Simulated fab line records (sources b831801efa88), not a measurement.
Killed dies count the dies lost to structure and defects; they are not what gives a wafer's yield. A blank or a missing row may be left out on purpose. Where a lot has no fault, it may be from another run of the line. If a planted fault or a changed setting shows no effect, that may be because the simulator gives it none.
The tool behind it: which one? || flow gf180mcu || Sampling: 7 lots, 21 wafers, 2 of 602 route steps

## WHAT EACH GAUGE READ, for each wafer
GF_HV_LDD_TW_MEAS_38.
{"lot": "L937", "measured": "day 12 05:44", "on": "film_metro-04", "HV_LDD_3_TW": "1431 1431 1430"}
{"lot": "L941", "measured": "day 13 04:59", "on": "film_metro-04", "HV_LDD_3_TW": "1433 1431 1417"}
{"lot": "L943", "measured": "day 13 22:14", "on": "film_metro-04", "HV_LDD_3_TW": "1428 1434 1438"}
{"lot": "L945", "measured": "day 14 19:31", "on": "film_metro-04", "HV_LDD_3_TW": "1437 1436 1429"}
{"lot": "L949", "measured": "day 15 21:35", "on": "film_metro-04", "HV_LDD_3_TW": "1465 1461 1473"}
{"lot": "L951", "measured": "day 16 10:52", "on": "film_metro-02", "HV_LDD_3_TW": "1480 1472 1471"}
{"lot": "L956", "measured": "day 18 10:52", "on": "film_metro-04", "HV_LDD_3_TW": "1439 1430 1435"}

## EACH LOT AND THE TOOL THAT RAN IT (in order: tool; ch and the chambers of the sampled wafers; start)
{"lot": "L937", "GF_HV_LDD_IMPLANT_36": "implanter-03 ch 0, day 12 05:29"}
{"lot": "L941", "GF_HV_LDD_IMPLANT_36": "implanter-01 ch 0, day 13 04:46"}
{"lot": "L943", "GF_HV_LDD_IMPLANT_36": "implanter-01 ch 0, day 13 21:59"}
{"lot": "L945", "GF_HV_LDD_IMPLANT_36": "implanter-01 ch 0, day 14 19:05"}
{"lot": "L949", "GF_HV_LDD_IMPLANT_36": "implanter-03 ch 0, day 15 21:20"}
{"lot": "L951", "GF_HV_LDD_IMPLANT_36": "implanter-03 ch 0, day 16 10:37"}
{"lot": "L956", "GF_HV_LDD_IMPLANT_36": "implanter-02 ch 0, day 18 10:37"}
- GF_HV_LDD_IMPLANT_36

## THE ANSWER, worked out from the rows above alone
Rule: the usual values come from the lots themselves. Put in order of their means at a reading, lots are off if they are a third of the lots or fewer, leave a main group of 4 or more, and stand apart from it by a gap of 3 or more times the standard deviation of the main group's means; of several such gaps the widest counts. Not used: any main group whose means are identical at the precision the tables above print for the reading. A lot without any number at a reading at which 4 lots or more have one is off too. All remaining lots with rows at the step are treated as sound.
Off: L949, L951, seen at GF_HV_LDD_TW_MEAS_38 (HV_LDD_3_TW). For the main group the mean is 1432 and the standard deviation 2.8.
If a tool, at a process step before that reading, ran all the lots that are off and no sound lot after the first of them, it fits. The gauges at GF_HV_LDD_TW_MEAS_38 are tried like those tools. One fits: GF_HV_LDD_IMPLANT_36 on implanter-03. Its last sound lot is L937 (day 12 05:29), its first lot that is off L949 (day 15 21:20): a fault that began between those two fits.

## WHAT THE SIMULATOR HAD INSERTED
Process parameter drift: implanter-03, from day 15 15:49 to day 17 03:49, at GF_HV_LDD_IMPLANT_36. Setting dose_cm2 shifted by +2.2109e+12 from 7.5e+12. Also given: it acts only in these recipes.
Lots struck among those shown: L949, L951. Same finding as the rule above.
